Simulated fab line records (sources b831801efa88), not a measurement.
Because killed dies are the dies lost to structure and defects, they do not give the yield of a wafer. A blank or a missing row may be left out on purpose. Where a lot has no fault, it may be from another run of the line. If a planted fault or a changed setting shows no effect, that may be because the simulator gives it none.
fab line records -- flow sky130
[record] lots = 12, wafers = 36, lastDay = 50
route steps=708 shown NWELL@67 VT_ADJUST_HVTP@95 LDD_LDN@298 PAD_OPEN@708
lots untouched by any fault: they come from a run of this same line in which no faults occurred
startH: hours from the record's first day to the start of the lot's first wafer shown -- waitH: hours from the lot's prior step to this one -- " unchanged from the row above -- L1.1+2: several wafers, shown together as one row -- - value missing, or start not given -- * or withheld: withheld -- < > ~ a bound
route shown NAME@n: names a module that has steps shown in the file, with the first one's number in the route -- usual: mean/standard deviation taken from wafers without a fault -- same: alike in all rows -- chamber/n: place in a boat -- sites: per-site readings -- _std_site: the standard deviation of these -- _edge_site: the outer-site mean with the inner-site mean subtracted -- radiusMm: for every site, how far away it sits from the centre of the wafer -- mask NAME#n: copy n -- behind: tool/chamber where the wafer was last shaped -- hold: why the lot went on hold/how many hours it stayed there/how the hold came to an end -- device: the transistor (n, p or np) that didn't switch -- end of line: tests run on the same wafers once the route is complete -- step lacking rows: just its recipe -- killed: dies lost to structure and defects at the first sort, not the wafer's yield -- map: the dies of a wafer, with x for killed, . for not killed, _ for no die there
set.NAME: the setting that was run; set.NAME@STEP: the one run at that earlier step -- model.NAME: the simulator's own value behind a step, which no gauge read
one table for each step of the route and one row for each wafer, over a sample of lots
services: the hour from which a tool's chamber was out of use, counted from the record's first day as startH (under 0 if before that day), plus the number of hours and why
[[steps]]
[step SKY_NWELL_STRIP_14]
[recipe] chemistry = O2/N2, powerW = 1400, pressureMtorr = 1500, platenTempC = withheld, o2FlowSccm = 3000, n2FlowSccm = 300, overashFraction = 0.5
[usual] drypumpMotorCurrentA = 6.0/0.39, oesProductAu = 0.722/0.0049, stripTimeToEndpointS = 36.92/0.09
lot.wafer,tool,chamber,startH,waitH,drypumpMotorCurrentA,oesProductAu,rfHoursCounterH,stripTimeToEndpointS
L487.1,plasmaAsher-02,1,86.33,0.1,5.9,0.722,41,36.74
L487.3,plasmaAsher-02,0,86.33,0.1,5.6,0.718,-,36.95
L487.6,plasmaAsher-02,1,86.33,0.1,5.8,0.715,-,36.76
L491.3,plasmaAsher-04,0,110.25,0.1,6.2,0.724,-,36.84
L491.4,plasmaAsher-04,1,110.25,0.1,6.7,0.717,-,36.88
L491.6,plasmaAsher-04,0,110.25,0.1,6.2,0.719,-,36.94
L493.3,plasmaAsher-02,0,120.30,0.1,5.6,0.724,-,36.95
L493.4,plasmaAsher-02,1,120.30,0.1,5.8,0.726,-,37.09
L493.5,plasmaAsher-02,1,120.30,0.1,5.9,0.721,-,36.97
L494.3,plasmaAsher-04,1,131.56,0.1,6.7,0.717,-,36.84
L494.5,plasmaAsher-04,0,131.56,0.1,6.2,0.731,-,36.87
L494.6,plasmaAsher-04,1,131.56,0.1,6.7,0.730,-,36.84
L495.2,plasmaAsher-02,1,134.18,0.1,5.9,0.723,45,36.84
L495.5,plasmaAsher-02,0,134.18,0.1,5.5,0.723,-,36.78
L495.6,plasmaAsher-02,1,134.18,0.1,5.9,0.728,-,36.81
L496.3,plasmaAsher-04,0,142.55,0.1,6.2,0.721,-,36.91
L496.4,plasmaAsher-04,1,142.55,0.1,6.6,0.725,-,36.92
L496.6,plasmaAsher-04,0,142.55,0.1,6.2,0.718,-,36.89
L497.3,plasmaAsher-01,1,148.40,0.1,6.2,0.719,-,36.96
L497.5,plasmaAsher-01,0,148.40,0.1,5.5,0.712,-,36.91
L497.6,plasmaAsher-01,1,148.40,0.1,6.2,0.728,-,37.04
L498.3,plasmaAsher-01,1,150.85,0.1,6.1,0.725,-,37.03
L498.4,plasmaAsher-01,0,150.85,0.1,5.5,0.723,-,37.01
L498.5,plasmaAsher-01,1,150.85,0.1,6.2,0.717,-,37.02
L499.4,plasmaAsher-04,1,155.05,0.1,6.7,0.722,-,36.82
L499.5,plasmaAsher-04,0,155.05,0.1,6.2,0.725,-,36.72
L499.6,plasmaAsher-04,1,155.05,0.1,6.7,0.721,-,36.80
L506.1,plasmaAsher-04,0,195.27,0.1,6.2,0.727,51,36.93
L506.2,plasmaAsher-04,1,195.27,0.1,6.7,0.725,51,37.01
L506.6,plasmaAsher-04,0,195.27,0.1,6.2,0.720,-,36.96
L508.3,plasmaAsher-01,1,208.91,0.1,6.1,0.718,-,37.05
L508.4,plasmaAsher-01,0,208.91,0.1,5.5,0.723,-,37.04
L508.6,plasmaAsher-01,0,208.91,0.1,5.5,0.728,-,36.98
L510.1,plasmaAsher-01,0,222.13,0.1,5.5,0.715,10,36.90
L510.2,plasmaAsher-01,1,222.13,0.1,6.1,0.728,10,36.95
L510.3,plasmaAsher-01,0,222.13,0.1,5.5,0.728,-,36.97
[step SKY_NWELL_RTA_28]
[recipe] tempC = 1050, timeS = 30, idleTempC = 650, rampUpCPerS = 150, rampDownCPerS = 90, ambient = N2
[usual] lampPowerPct = 25.30/0.054, wafer_temp_C_max = 1054.9/0.92
lot.wafer,tool,chamber,startH,waitH,lampPowerPct,wafer_temp_C_max
L487.1,rtpAnneal-01,0,105.02,0.0,25.39,1054.0
L487.3,rtpAnneal-01,0,105.02,0.0,25.26,1053.1
L487.6,rtpAnneal-01,0,105.02,0.0,25.31,1054.8
L491.3,rtpAnneal-02,0,128.76,0.0,25.29,1054.3
L491.4,rtpAnneal-02,0,128.76,0.0,25.24,1053.7
L491.6,rtpAnneal-02,0,128.76,0.0,25.28,1054.5
L493.3,rtpAnneal-02,0,139.97,0.0,25.28,1055.0
L493.4,rtpAnneal-02,0,139.97,0.0,25.35,1055.1
L493.5,rtpAnneal-02,0,139.97,0.0,25.44,1055.4
L494.3,rtpAnneal-01,0,151.71,0.0,25.32,1054.5
L494.5,rtpAnneal-01,0,151.71,0.0,25.36,1059.3
L494.6,rtpAnneal-01,0,151.71,0.0,25.33,1056.0
L495.2,rtpAnneal-02,0,153.94,0.0,25.28,1054.6
L495.5,rtpAnneal-02,0,153.94,0.0,25.29,1054.2
L495.6,rtpAnneal-02,0,153.94,0.0,25.26,1055.7
L496.3,rtpAnneal-02,0,162.36,0.0,25.33,1054.0
L496.4,rtpAnneal-02,0,162.36,0.0,25.36,1055.5
L496.6,rtpAnneal-02,0,162.36,0.0,25.24,1055.3
L497.3,rtpAnneal-01,0,168.81,0.0,25.41,1055.2
L497.5,rtpAnneal-01,0,168.81,0.0,25.31,1054.6
L497.6,rtpAnneal-01,0,168.81,0.0,25.29,1054.1
L498.3,rtpAnneal-02,0,171.61,0.0,25.29,1055.4
L498.4,rtpAnneal-02,0,171.61,0.0,25.25,1055.2
L498.5,rtpAnneal-02,0,171.61,0.0,25.31,1054.9
L499.4,rtpAnneal-01,0,175.97,0.1,25.29,1054.9
L499.5,rtpAnneal-01,0,175.97,0.1,25.17,1054.0
L499.6,rtpAnneal-01,0,175.97,0.1,25.28,1054.0
L506.1,rtpAnneal-01,0,217.47,0.0,25.38,1054.3
L506.2,rtpAnneal-01,0,217.47,0.0,25.26,1054.4
L506.6,rtpAnneal-01,0,217.47,0.0,25.45,1054.7
L508.3,rtpAnneal-01,0,230.56,0.0,25.25,1056.0
L508.4,rtpAnneal-01,0,230.56,0.0,25.26,1054.4
L508.6,rtpAnneal-01,0,230.56,0.0,25.29,1053.9
L510.1,rtpAnneal-02,0,243.72,0.0,25.22,1053.8
L510.2,rtpAnneal-02,0,243.72,0.0,25.29,1053.7
L510.3,rtpAnneal-02,0,243.72,0.0,25.32,1054.1
[step SKY_VT_ADJUST_HVTP_STRIP_10]
[recipe] chemistry = O2/N2, powerW = 1400, pressureMtorr = 1500, platenTempC = withheld, o2FlowSccm = 3000, n2FlowSccm = 300, overashFraction = 0.5
[usual] drypumpMotorCurrentA = 6.0/0.51, oesProductAu = 0.715/0.0046, stripTimeToEndpointS = 14.16/0.038
lot.wafer,tool,chamber,startH,waitH,drypumpMotorCurrentA,oesProductAu,rfHoursCounterH,stripTimeToEndpointS
L487.1,plasmaAsher-04,1,123.95,0.1,6.7,0.713,45,14.18
L487.3,plasmaAsher-04,0,123.95,0.1,6.2,0.711,-,14.21
L487.6,plasmaAsher-04,0,123.95,0.1,6.2,0.718,-,14.24
L491.3,plasmaAsher-02,1,148.73,0.1,5.8,0.713,-,14.13
L491.4,plasmaAsher-02,0,148.73,0.1,5.6,0.714,-,14.13
L491.6,plasmaAsher-02,0,148.73,0.1,5.6,0.712,-,14.12
L493.3,plasmaAsher-02,0,159.68,0.1,5.6,0.711,-,14.21
L493.4,plasmaAsher-02,1,159.68,0.1,5.9,0.707,-,14.19
L493.5,plasmaAsher-02,1,159.68,0.1,5.9,0.705,-,14.22
L494.3,plasmaAsher-04,0,173.03,0.1,6.2,0.722,-,14.18
L494.5,plasmaAsher-04,0,173.03,0.1,6.2,0.726,-,14.13
L494.6,plasmaAsher-04,1,173.03,0.1,6.7,0.716,-,14.16
L495.2,plasmaAsher-03,0,175.48,0.1,5.2,0.719,38,14.15
L495.5,plasmaAsher-03,0,175.48,0.1,5.2,0.723,-,14.18
L495.6,plasmaAsher-03,1,175.48,0.1,6.3,0.708,-,14.15
L496.3,plasmaAsher-04,1,184.28,0.1,6.7,0.703,-,14.21
L496.4,plasmaAsher-04,0,184.28,0.1,6.2,0.712,-,14.18
L496.6,plasmaAsher-04,0,184.28,0.1,6.2,0.709,-,14.20
L497.3,plasmaAsher-03,0,190.33,0.1,5.2,0.719,-,14.16
L497.5,plasmaAsher-03,0,190.33,0.1,5.2,0.715,-,14.17
L497.6,plasmaAsher-03,1,190.33,0.1,6.3,0.721,-,14.15
L498.3,plasmaAsher-02,1,192.47,0.1,5.8,0.712,-,14.19
L498.4,plasmaAsher-02,0,192.47,0.1,5.6,0.716,-,14.23
L498.5,plasmaAsher-02,0,192.47,0.1,5.5,0.709,-,14.20
L499.4,plasmaAsher-04,0,197.25,0.1,6.2,0.716,-,14.16
L499.5,plasmaAsher-04,1,197.25,0.1,6.6,0.723,-,14.16
L499.6,plasmaAsher-04,0,197.25,0.1,6.2,0.718,-,14.11
L506.1,plasmaAsher-02,0,239.63,0.1,5.6,0.709,56,14.16
L506.2,plasmaAsher-02,1,239.63,0.1,5.9,0.724,56,14.11
L506.6,plasmaAsher-02,0,239.63,0.1,5.6,0.723,-,14.13
L508.3,plasmaAsher-04,0,252.83,0.1,6.2,0.712,-,14.11
L508.4,plasmaAsher-04,1,252.83,0.1,6.7,0.715,-,14.13
L508.6,plasmaAsher-04,1,252.83,0.1,6.7,0.716,-,14.14
L510.1,plasmaAsher-03,1,268.04,0.1,6.3,0.720,47,14.21
L510.2,plasmaAsher-03,0,268.04,0.1,5.2,0.721,47,14.18
L510.3,plasmaAsher-03,0,268.04,0.1,5.2,0.722,-,14.23
[step SKY_LDD_LDN_IMPLANT_09]
[recipe] species = As, energyKev = 15, doseCm2 = 1.25e+13, tiltDeg = withheld, rotationDeg = 113
[usual] beamEnergyKeV = 15.000/0.0044
lot.wafer,tool,chamber,startH,waitH,beamEnergyKeV
L487.1,implanter-04,0,528.47,0.1,14.994
L487.3,implanter-04,0,528.47,0.1,14.999
L487.6,implanter-04,0,528.47,0.1,15.003
L491.3,implanter-04,0,559.32,0.1,14.996
L491.4,implanter-04,0,559.32,0.1,15.002
L491.6,implanter-04,0,559.32,0.1,15.006
L493.3,implanter-04,0,575.57,0.1,14.999
L493.4,implanter-04,0,575.57,0.1,15.003
L493.5,implanter-04,0,575.57,0.1,14.997
L494.3,implanter-04,0,606.17,0.1,15.001
L494.5,implanter-04,0,606.17,0.1,15.003
L494.6,implanter-04,0,606.17,0.1,15.002
L495.2,implanter-04,0,607.75,0.1,15.001
L495.5,implanter-04,0,607.75,0.1,14.996
L495.6,implanter-04,0,607.75,0.1,14.996
L496.3,implanter-04,0,608.82,0.1,17.396
L496.4,implanter-04,0,608.82,0.1,17.389
L496.6,implanter-04,0,608.82,0.1,17.387
L498.3,implanter-02,0,617.72,0.1,15.000
L498.4,implanter-02,0,617.72,0.1,14.995
L498.5,implanter-02,0,617.72,0.1,15.000
L497.3,implanter-02,0,621.92,0.1,14.994
L497.5,implanter-02,0,621.92,0.1,14.991
L497.6,implanter-02,0,621.92,0.1,14.994
L499.4,implanter-04,0,626.70,0.1,17.399
L499.5,implanter-04,0,626.70,0.1,17.390
L499.6,implanter-04,0,626.70,0.1,17.398
L506.1,implanter-03,0,683.82,0.1,15.000
L506.2,implanter-03,0,683.82,0.1,15.004
L506.6,implanter-03,0,683.82,0.1,14.996
L508.3,implanter-02,0,698.37,0.1,15.007
L508.4,implanter-02,0,698.37,0.1,15.002
L508.6,implanter-02,0,698.37,0.1,15.004
L510.1,implanter-03,0,718.47,0.1,14.999
L510.2,implanter-03,0,718.47,0.1,15.004
L510.3,implanter-03,0,718.47,0.1,15.000
[step SKY_PAD_OPEN_PROBE_99]
[usual] killed_at_M0_to_M3 = 43/7.7, killed_at_M4_up = 2.9/1.7, killedAtContacts = 24/5.5, killedAtFrontEnd = 15/4, killedAtOther = 0.4/0.66, killedDies = 86/9.4, killedOpen = 47/6.7, killedShort = 38/6.2
[same] grossDies = 492, killedAtBackSide = 0
lot.wafer,tool,chamber,startH,waitH,killed_at_M0_to_M3,killed_at_M4_up,killedAtContacts,killedAtFrontEnd,killedAtOther,killedDies,killedOpen,killedShort
L497.3,prober-01,-,1138.75,0.2,41,5,26,9,0,81,51,29
L497.5,prober-01,-,1138.85,0.2,51,2,20,16,0,89,53,36
L497.6,prober-01,-,1138.90,0.2,57,4,23,14,0,98,51,47
// killed by level:class
L497.3 VIA1:geometricParticle:open=12 LI_CONTACT:geometricParticle:open=10 VIA3:geometricParticle:open=9 VIA2:geometricParticle:open=7 CONTACT:geometricParticle:open=6 METAL2:geometricParticle:short=5 LI_CONTACT:geometricParticle:short=4 METAL1:geometricParticle:short=3
L497.5 VIA1:geometricParticle:open=11 VIA3:geometricParticle:open=11 LI_CONTACT:geometricParticle:open=8 CONTACT:geometricParticle:open=7 VIA1:geometricParticle:short=5 VIA3:geometricParticle:short=5 FIELD_ISO:geometricParticle:short=4 METAL1:geometricParticle:short=4
L497.6 VIA3:geometricParticle:open=12 CONTACT:geometricParticle:open=10 VIA1:geometricParticle:open=9 VIA1:geometricParticle:short=8 VIA3:geometricParticle:short=7 VIA2:geometricParticle:open=6 FIELD_ISO:geometricParticle:open=5 CONTACT:geometricParticle:short=5
[[services]]
tool,chamber,startH,hours,kind
implanter-02,-,69.51,1.1,repair
plasmaAsher-01,-,98.40,7.9,repair
plasmaAsher-04,-,106.46,3.0,repair
plasmaAsher-01,-,108.75,9.0,pm
plasmaAsher-02,-,110.00,3.7,repair
plasmaAsher-01,-,144.53,1.3,repair
plasmaAsher-04,-,219.28,1.8,repair
plasmaAsher-02,-,220.40,2.8,pm
implanter-04,-,241.78,3.6,repair
plasmaAsher-04,-,258.83,0.8,repair
plasmaAsher-02,-,282.24,3.0,repair
rtpAnneal-01,-,361.48,0.5,pm
implanter-04,-,365.92,3.6,pm
plasmaAsher-04,-,384.16,4.2,repair
plasmaAsher-02,-,385.04,21.0,repair
plasmaAsher-02,-,421.25,9.0,pm
plasmaAsher-01,-,458.78,8.1,repair
plasmaAsher-02,-,512.16,2.7,pm
rtpAnneal-01,-,517.69,3.0,pm
rtpAnneal-02,-,573.49,3.8,pm
plasmaAsher-02,-,575.01,9.5,repair
plasmaAsher-04,-,604.98,2.0,repair
implanter-04,-,627.07,92.0,pm
plasmaAsher-01,-,652.71,3.1,repair
[[key]]
[firstSign] step = SKY_LDD_LDN_IMPLANT_09, reading = beamEnergyKeV, direction = up, sigmas = 99+, usual = *, struck = *
effect none on later readings
metAt SKY_LDD_LDN_IMPLANT_09
struckLots L496,L499
testerLeftOut L496,L499
notActingAt SKY_NWELL_STRIP_14,SKY_NWELL_RTA_28,SKY_VT_ADJUST_HVTP_STRIP_10
onsetBetween 607.75 608.82
[fault] kind = processParameterDrift, tool = implanter-04, chamber = -, onsetH = 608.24, steps = SKY_LDD_LDN_IMPLANT_09, channel = energyKev, offset = *, shape = step, endH = 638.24, actsIn = *, stated = *
// testerLeftOut: of these lots the tester's yield and bins aren't shown, on N5 and GAA mostly nor the transistor test; their killed dies are dies lost to structure and defects alone, not to doping, threshold or leakage, so they don't give the yield
